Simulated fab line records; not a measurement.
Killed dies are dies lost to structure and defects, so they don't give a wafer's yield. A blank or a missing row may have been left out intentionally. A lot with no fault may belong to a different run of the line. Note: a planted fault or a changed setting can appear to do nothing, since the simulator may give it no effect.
What tool caused it? / flow gf180mcu / route of 602 steps, sampled at 1 step: 6 lots, 17 wafers

## WHAT THE GAUGES READ, wafer by wafer
GF_M3_OVL_MEAS_15.
lot=L929; measured=day 22 07:17; on=overlay-01; M3_OVL (nm)=-8 4 -3
lot=L932; measured=day 23 12:11; on=overlay-01; M3_OVL (nm)=-2 -2 -1
lot=L943; measured=day 27 10:05; on=overlay-01; M3_OVL (nm)=4 5
lot=L945; measured=day 27 18:00; on=overlay-01; M3_OVL (nm)=2 0 -2
lot=L948; measured=day 28 12:11; on=overlay-01; M3_OVL (nm)=8 10 4
lot=L950; measured=day 29 06:11; on=overlay-01; M3_OVL (nm)=9 3 10

## EACH LOT AND THE TOOL THAT RAN IT (in order: tool; ch and the chambers of the sampled wafers; start)
The record holds no process step before these readings.

## THE ANSWER, worked out from the rows above alone
Rule: usual is defined by the lots themselves. The widest of any qualifying gaps counts: lots, ordered by their means at a reading, are off when they make up no more than a third of the lots, leave a main group of 4 or more, and stand apart from it by 3 or more times the standard deviation of that group's means. If all means in a main group match to the digits the tables above print for the reading, that group is not used. A lot without any number at a reading at which 4 lots or more have one is off too. The other lots that the step has rows for count as sound.
None of the lots is off at any reading shown; this tells nothing.

## WHAT THE SIMULATOR PUT IN
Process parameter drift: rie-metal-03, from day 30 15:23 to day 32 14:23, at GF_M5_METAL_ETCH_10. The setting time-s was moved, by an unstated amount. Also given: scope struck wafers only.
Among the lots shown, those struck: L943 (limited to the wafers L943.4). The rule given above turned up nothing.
